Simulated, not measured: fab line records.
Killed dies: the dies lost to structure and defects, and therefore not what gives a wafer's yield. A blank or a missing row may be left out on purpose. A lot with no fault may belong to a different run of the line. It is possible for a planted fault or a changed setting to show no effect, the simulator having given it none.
A single fault, viewed from 2 desks    flow sky130    every desk sees just its own numbers, and what lay behind them comes last

== METROLOGY DESK ==
Means of the sampled wafers that have a number, per lot and without regard to the tool the lot ran on: this is what the gauges read. Marked OUT: a lot whose mean sits more than 4 standard deviations from the usual mean, which makes it out of limits; the brackets give that distance.
Columns: A = VT_ADJUST_HVTR_TW at SKY_VT_ADJUST_HVTR_TW_MEAS_11, usual 209.5; B = POLY_GATE_OXIDATION_THK at SKY_POLY_GATE_THK_MEAS_21, usual 4.00 nm; C = LDD_HVP_OVL at SKY_LDD_HVP_OVL_MEAS_07, usual -0.5 nm
lot   first seen here  A      B                C
L518  day 9 18:49      207.3  3.84             -0.1
L519  day 10 02:04     208.7  3.86             0.6
L520  day 10 15:52     210.1  3.98             0.4
L521  day 10 23:21     209.8  3.99             0.5
L522  day 11 04:43     207.2  4.04             -1.3
L524  day 11 22:10     208.8  4.01             0.5
L525  day 12 05:15     210.8  4.14             -2.2
L532  day 14 05:32     208.0  4.42 (+5.8) OUT  0.3
L534  day 14 23:34     210.0  4.51 (+7.1) OUT  0.9
L537  day 15 17:40     209.7  4.03             -0.2
L539  day 16 09:51     210.9  3.99             -0.7
This desk's result: L532, L534 out of limits, first on L532 (POLY_GATE_OXIDATION_THK at SKY_POLY_GATE_THK_MEAS_21), day 22 11:01. L518, L519, L520, L521, L522, L524, L525, L537, L539 stayed within limits.

== AT THE TOOL OWNER'S DESK: furnace-02 ==
The tool's own readings at SKY_POLY_GATE_OXIDATION_20 (stabilise 600 s, purge 300 s, target thk 4 nm): means of the sampled wafers that have a number, for each lot that ran on this tool. Marked OUT: a lot whose mean sits more than 4 standard deviations from the usual mean, which makes it out of limits; the brackets give that distance. 7 of its 9 readings are shown: the first one out of limits and those lying furthest out on some lot.
Columns: A = spike_tc_bottom_C at SKY_POLY_GATE_OXIDATION_20, usual 867.2 C; B = spike_tc_centre_C at SKY_POLY_GATE_OXIDATION_20, usual 850.6 C; C = spike_tc_lower_C at SKY_POLY_GATE_OXIDATION_20, usual 850.8 C; D = spike_tc_top_C at SKY_POLY_GATE_OXIDATION_20, usual 861.5 C; E = spike_tc_upper_C at SKY_POLY_GATE_OXIDATION_20, usual 848.6 C; F = tube_center_temp_C at SKY_POLY_GATE_OXIDATION_20, usual 850 C; G = tube_center_temp_C_max at SKY_POLY_GATE_OXIDATION_20, usual 852.2
lot   first seen here  A                 B                 C                 D                 E                 F                      G
L522  day 18 13:25     869.2             849.6             850.6             864.4             848.9             850                    852.2
L524  day 19 23:37     869.1             850.5             850.7             865.3             850.7             850                    852.3
L532  day 22 09:46     877.7 (+4.1) OUT  858.8 (+6.8) OUT  860.2 (+7.9) OUT  873.4 (+4.6) OUT  857.6 (+9.0) OUT  859 (+99 or more) OUT  861.1 (+27) OUT
L534  day 23 01:05     879.9 (+4.9) OUT  859.2 (+7.2) OUT  861.6 (+9.0) OUT  873.5 (+4.6) OUT  856.6 (+8.0) OUT  859 (+99 or more) OUT  860.9 (+26) OUT
This desk's verdict: out of limits on L532, L534, starting with L532 at day 22 09:46 (spike_tc_bottom_C at SKY_POLY_GATE_OXIDATION_20). L522, L524 stayed within limits.

== PUT TOGETHER ==
On L532, L534, at day 22 09:46, an alarm was possible from the tool owner's desk.
The metrology desk could have raised an alarm at day 22 11:01, on L532, L534.
All the named lots went through SKY_POLY_GATE_OXIDATION_20 on furnace-02.

== WHAT HAD BEEN PUT IN BY THE SIMULATOR ==
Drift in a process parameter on furnace-02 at SKY_POLY_GATE_OXIDATION_20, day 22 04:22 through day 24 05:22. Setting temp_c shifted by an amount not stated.
Shown lots that were struck: L532, L534.
Hours from the fault's start to each desk's first reading out of limits: the tool owner's desk, 5; the metrology desk, 7.
